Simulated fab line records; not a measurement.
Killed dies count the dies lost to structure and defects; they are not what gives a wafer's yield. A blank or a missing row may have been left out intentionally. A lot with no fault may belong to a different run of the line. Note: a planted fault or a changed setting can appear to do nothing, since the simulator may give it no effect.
One fault seen from 2 desks    flow gf180mcu    what lay behind the numbers comes last; until then each desk has only its own

## THE METROLOGY DESK
Means of the sampled wafers that have a number, per lot and without regard to the tool the lot ran on: this is what the gauges read. If a lot's mean is further than 4 standard deviations from the usual mean, the lot is out of limits and carries the mark OUT (the distance appears in the brackets).
Columns: A = SAB_CVD_00_THK at GF_SAB_THK_MEAS_01, usual 50.3 nm; B = SAB_OVL at GF_SAB_OVL_MEAS_10, usual 0.6 nm
lot   first seen here  A     B
L962  day 14 06:55     49.6  2.9
L963  day 14 13:16     50.9  -0.4
L964  day 15 00:13     49.5  2.6
L965  day 15 08:55     50.2  2.0
L966  day 15 16:13     50.3  0.8
L967  day 16 05:09     50.3  -0.5
L968  day 16 10:31     50.8  0.7
L981  day 20 21:23     50.6  -1.6
L982  day 21 09:46     50.6  -1.6
L984  day 22 01:02     49.7  -0.7
L985  day 22 07:21     50.6  1.9
This desk's verdict: no lot among the 11 shows anything out of limits.

## TOOL OWNER'S DESK, rie_diel-02
The tool's own readings at GF_HV_LDD_ETCHBACK_58 (etches Si3N4 in CH3F/O2, stops on SiO2, time 100 s, target depth 90 nm): means of the sampled wafers that have a number, for each lot that ran on this tool. If a lot's mean is further than 4 standard deviations from the usual mean, the lot is out of limits and carries the mark OUT (the distance appears in the brackets).
Columns: A = drypump_motor_current_A at GF_HV_LDD_ETCHBACK_58, usual 5.8 A; B = oes_product_au at GF_HV_LDD_ETCHBACK_58, usual 0.844 a.u.; C = run_length_s at GF_HV_LDD_ETCHBACK_58, usual 128.3 s; D = throttle_valve_pct at GF_HV_LDD_ETCHBACK_58, usual 10.561 %
lot   first seen here  A    B                C               D
L962  day 12 12:51     6.3  0.842            128.5           10.560
L966  day 13 20:41     6.2  0.839            128.1           10.560
L975  day 16 22:19     6.1  0.992 (+22) OUT  92.8 (-99) OUT  10.574
L978  day 17 22:37     6.2  0.997 (+23) OUT  92.8 (-99) OUT  10.578
This desk's finding: out of limits on L975, L978; first on L975, day 16 22:19 (oes_product_au at GF_HV_LDD_ETCHBACK_58). In limits: L962, L966.

## ALL TOGETHER
On L975, L978, at day 16 22:19, an alarm was possible from the tool owner's desk.
Metrology desk: nothing out of limits seen.
The metrology desk has no number on record for L975, L978.
The lots listed all ran GF_HV_LDD_ETCHBACK_58 on rie_diel-02.

## WHAT WAS PUT IN BY THE SIMULATOR
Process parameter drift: rie_diel-02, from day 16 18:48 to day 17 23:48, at GF_HV_LDD_ETCHBACK_58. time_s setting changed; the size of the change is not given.
Shown lots that were struck: L975, L978.
Each desk's first reading out of limits, in hours after the fault started: the tool owner's desk, 4.
